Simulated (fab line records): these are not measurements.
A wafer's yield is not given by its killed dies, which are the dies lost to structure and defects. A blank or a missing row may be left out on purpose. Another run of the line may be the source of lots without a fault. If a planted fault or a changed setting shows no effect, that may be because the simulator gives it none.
Which tool was responsible? | flow sky130 | 11 lots, 33 wafers sampled, at 5 steps of a route of 708

## WHAT THE GAUGES SHOWED, per wafer
SKY_VIA3_RS_MEAS_22: the measuring method here is four-point-probe. Usual: for VIA3_W_RS the level is 0.295 ohm/sq and the standard deviation is 0.0043.
lot  | measured     | on            | VIA3_W_RS (ohm/sq) | flag
L506 | day 40 00:44 | film-metro-04 | 0.294 0.295 0.291  |
L510 | day 41 06:25 | film-metro-01 | 0.302 0.284 0.300  |
L511 | day 41 16:16 | film-metro-01 | 0.294 0.295 0.282  |
L518 | day 43 14:10 | film-metro-04 | 0.296 0.297 0.297  |
L519 | day 44 02:48 | film-metro-01 | 0.285 0.288 0.286  |
L520 | day 44 06:46 | film-metro-04 | 0.298 0.293 0.294  |
L521 | day 44 18:30 | film-metro-01 | 0.293 0.300 0.295  |
L523 | day 45 10:55 | film-metro-02 | 0.298 0.296 0.295  |
L525 | day 45 12:42 | film-metro-04 | 0.289 0.297 0.296  |
L526 | day 45 18:16 | film-metro-01 | 0.292 0.290 0.291  |
L527 | day 45 20:20 | film-metro-04 | 0.297 0.298 0.300  |

## WHAT TOOL EACH LOT RAN ON (gives the tool, then ch and the chambers of the sampled wafers, and finally the start)
lot  | SKY_CAPM_CVD_00                 | SKY_METAL3_METAL_ETCH_18          | SKY_METAL3_STRIP_19                  | SKY_VIA3_CVD_21
L506 | pecvd-02 ch 0,1, day 36 16:40   | rie-metal-04 ch 1, day 38 21:53   | plasma-asher-01 ch 0,1, day 38 22:04 | cvd-w-01 ch 0,1, day 40 00:36
L510 | pecvd-03 ch 0,1, day 38 01:33   | rie-metal-04 ch 0,1, day 40 03:48 | plasma-asher-03 ch 0,1, day 40 03:59 | cvd-w-01 ch 0,1, day 41 06:17
L511 | pecvd-03 ch 0,2, day 38 11:14   | rie-metal-01 ch 1, day 40 13:29   | plasma-asher-01 ch 0, day 40 13:40   | cvd-w-01 ch 0,1, day 41 16:08
L518 | pecvd-01 ch 1,2, day 40 11:28   | rie-metal-03 ch 1, day 42 12:15   | plasma-asher-04 ch 0,1, day 42 12:33 | cvd-w-02 ch 0, day 43 14:01
L519 | pecvd-03 ch 0,2, day 41 01:55   | rie-metal-04 ch 0,1, day 43 01:56 | plasma-asher-04 ch 0,1, day 43 02:07 | cvd-w-01 ch 0,1, day 44 02:41
L520 | pecvd-01 ch 0,2, day 41 06:07   | rie-metal-04 ch 0,1, day 43 07:06 | plasma-asher-04 ch 0,1, day 43 07:15 | cvd-w-02 ch 0,1, day 44 06:39
L521 | pecvd-02 ch 0,1,2, day 41 18:37 | rie-metal-03 ch 0,1, day 43 17:22 | plasma-asher-03 ch 0, day 43 17:33   | cvd-w-02 ch 0,1, day 44 18:23
L523 | pecvd-02 ch 1,2, day 42 12:19   | rie-metal-01 ch 0,1, day 44 10:26 | plasma-asher-01 ch 0,1, day 44 10:37 | cvd-w-01 ch 1, day 45 10:46
L525 | pecvd-02 ch 0,1, day 42 13:35   | rie-metal-04 ch 0,1, day 44 11:55 | plasma-asher-01 ch 0,1, day 44 12:04 | cvd-w-01 ch 0,1, day 45 12:35
L526 | pecvd-01 ch 0,1,2, day 42 19:47 | rie-metal-03 ch 0, day 44 17:30   | plasma-asher-04 ch 1, day 44 17:54   | cvd-w-01 ch 1, day 45 18:07
L527 | pecvd-02 ch 0,1,2, day 42 23:59 | rie-metal-01 ch 0, day 44 20:52   | plasma-asher-04 ch 0, day 44 21:03   | cvd-w-02 ch 0,1, day 45 20:11
- SKY_CAPM_CVD_00: deposits SiO2, target thk 15.5 nm.
- SKY_METAL3_METAL_ETCH_18: etches the open film in Cl2/BCl3, stops on SiO2, target depth 845 nm, time 183.1 s.
- SKY_METAL3_STRIP_19: strips in O2/N2.
- SKY_VIA3_CVD_21: deposits W, target thk 390 nm, time 117.31 s.

## AS READ BY THE TOOLS THEMSELVES (means over the sampled wafers that have a number; for cases with no such wafer, the mark the record gives instead)
SKY_CAPM_CVD_00. Usual: heater-power-w at 734 W, with a standard deviation of 99.
lot  | tool     | heater-power-w (W) | flag
L506 | pecvd-02 | 660                |
L510 | pecvd-03 | 695                |
L511 | pecvd-03 | 772                |
L518 | pecvd-01 | 664                |
L519 | pecvd-03 | 779                |
L520 | pecvd-01 | 698                |
L521 | pecvd-02 | 741                |
L523 | pecvd-02 | 845                |
L525 | pecvd-02 | 803                |
L526 | pecvd-01 | 725                |
L527 | pecvd-02 | 778                |

SKY_METAL3_METAL_ETCH_18. Usual: drypump-motor-current-A 5.8 A, standard deviation 0.37; mfc-cl2-sccm 60.03 sccm, standard deviation 0.21; oes-product-au 0.865 a.u., standard deviation 0.0061; throttle-valve-pct 22.263 %, standard deviation 0.0091.
lot  | tool         | drypump-motor-current-A (A) | mfc-cl2-sccm (sccm) | oes-product-au (a.u.) | throttle-valve-pct (%) | flag
L506 | rie-metal-04 | 6.0                         | 59.76               | 0.861                 | 22.271                 |
L510 | rie-metal-04 | 5.8                         | 59.96               | 0.865                 | 22.260                 |
L511 | rie-metal-01 | 5.3                         | 60.15               | 0.856                 | 22.271                 |
L518 | rie-metal-03 | 6.0                         | 59.76               | 0.872                 | 22.264                 |
L519 | rie-metal-04 | 5.9                         | 59.89               | 0.868                 | 22.259                 |
L520 | rie-metal-04 | 5.9                         | 60.20               | 0.858                 | 22.262                 |
L521 | rie-metal-03 | 5.8                         | 59.87               | 0.868                 | 22.255                 |
L523 | rie-metal-01 | 5.6                         | 60.36               | 0.867                 | 22.265                 |
L525 | rie-metal-04 | 5.9                         | 60.03               | 0.867                 | 22.258                 |
L526 | rie-metal-03 | 5.4                         | 60.07               | 0.866                 | 22.255                 |
L527 | rie-metal-01 | 6.4                         | 59.90               | 0.865                 | 22.267                 |

SKY_METAL3_STRIP_19. Usual: drypump-motor-current-A 5.4 A, standard deviation 0.41; o2-flow-sccm 3001 sccm, standard deviation 9.7; oes-product-au 0.504 a.u., standard deviation 0.0048; strip-time-to-endpoint-s 6.57 s, standard deviation 0.066.
lot  | tool            | drypump-motor-current-A (A) | o2-flow-sccm (sccm) | oes-product-au (a.u.) | strip-time-to-endpoint-s (s) | flag
L506 | plasma-asher-01 | 5.6                         | 2991                | 0.505                 | 6.66                         |
L510 | plasma-asher-03 | 5.3                         | 3000                | 0.511                 | 6.66                         |
L511 | plasma-asher-01 | 6.1                         | 2992                | 0.499                 | 6.48                         |
L518 | plasma-asher-04 | 5.1                         | 3007                | 0.504                 | 6.57                         |
L519 | plasma-asher-04 | 5.1                         | 3001                | 0.507                 | 6.58                         |
L520 | plasma-asher-04 | 5.1                         | 3003                | 0.506                 | 6.64                         |
L521 | plasma-asher-03 | 5.0                         | 2997                | 0.502                 | 6.59                         |
L523 | plasma-asher-01 | 5.6                         | 3013                | 0.509                 | 6.55                         |
L525 | plasma-asher-01 | 5.9                         | 3000                | 0.512                 | 6.62                         |
L526 | plasma-asher-04 | 5.1                         | 3001                | 0.501                 | 6.53                         |
L527 | plasma-asher-04 | 5.1                         | 3003                | 0.504                 | 6.51                         |

SKY_VIA3_CVD_21. Usual: chamber-pressure-Torr 40.00 Torr, standard deviation 0.085; heater-power-w 820 W, standard deviation 74.
lot  | tool     | chamber-pressure-Torr (Torr) | heater-power-w (W) | flag
L506 | cvd-w-01 | 40.01                        | 873                |
L510 | cvd-w-01 | 40.87                        | 891                | OFF
L511 | cvd-w-01 | 40.77                        | 869                | OFF
L518 | cvd-w-02 | 40.05                        | 723                |
L519 | cvd-w-01 | 39.99                        | 898                |
L520 | cvd-w-02 | 39.99                        | 742                |
L521 | cvd-w-02 | 39.98                        | 759                |
L523 | cvd-w-01 | 40.06                        | 868                |
L525 | cvd-w-01 | 40.01                        | 889                |
L526 | cvd-w-01 | 39.99                        | 872                |
L527 | cvd-w-02 | 39.98                        | 790                |

## THE ANSWER, worked out from the rows above alone
Rule: a lot is off if the mean of its wafers that have a number lies more than 3 standard deviations from the usual mean. A lot without any number at a reading at which 4 lots or more have one is off too. Any other lot the step has rows for is counted as sound. Order of review: gauges by route order, followed by the tools' own readings, for which a lot's mean as printed above is used. At the first step where some lot is off, the reading lying furthest off is the one used; lots without a number count as furthest.
Off: L510, L511, at SKY_VIA3_CVD_21 (chamber-pressure-Torr).
A tool fits if, at that step or a process step before it, it ran every lot that is off, and no sound lot after the first of them. No candidate that was tried fits.

## WHAT THE SIMULATOR HAD PUT IN
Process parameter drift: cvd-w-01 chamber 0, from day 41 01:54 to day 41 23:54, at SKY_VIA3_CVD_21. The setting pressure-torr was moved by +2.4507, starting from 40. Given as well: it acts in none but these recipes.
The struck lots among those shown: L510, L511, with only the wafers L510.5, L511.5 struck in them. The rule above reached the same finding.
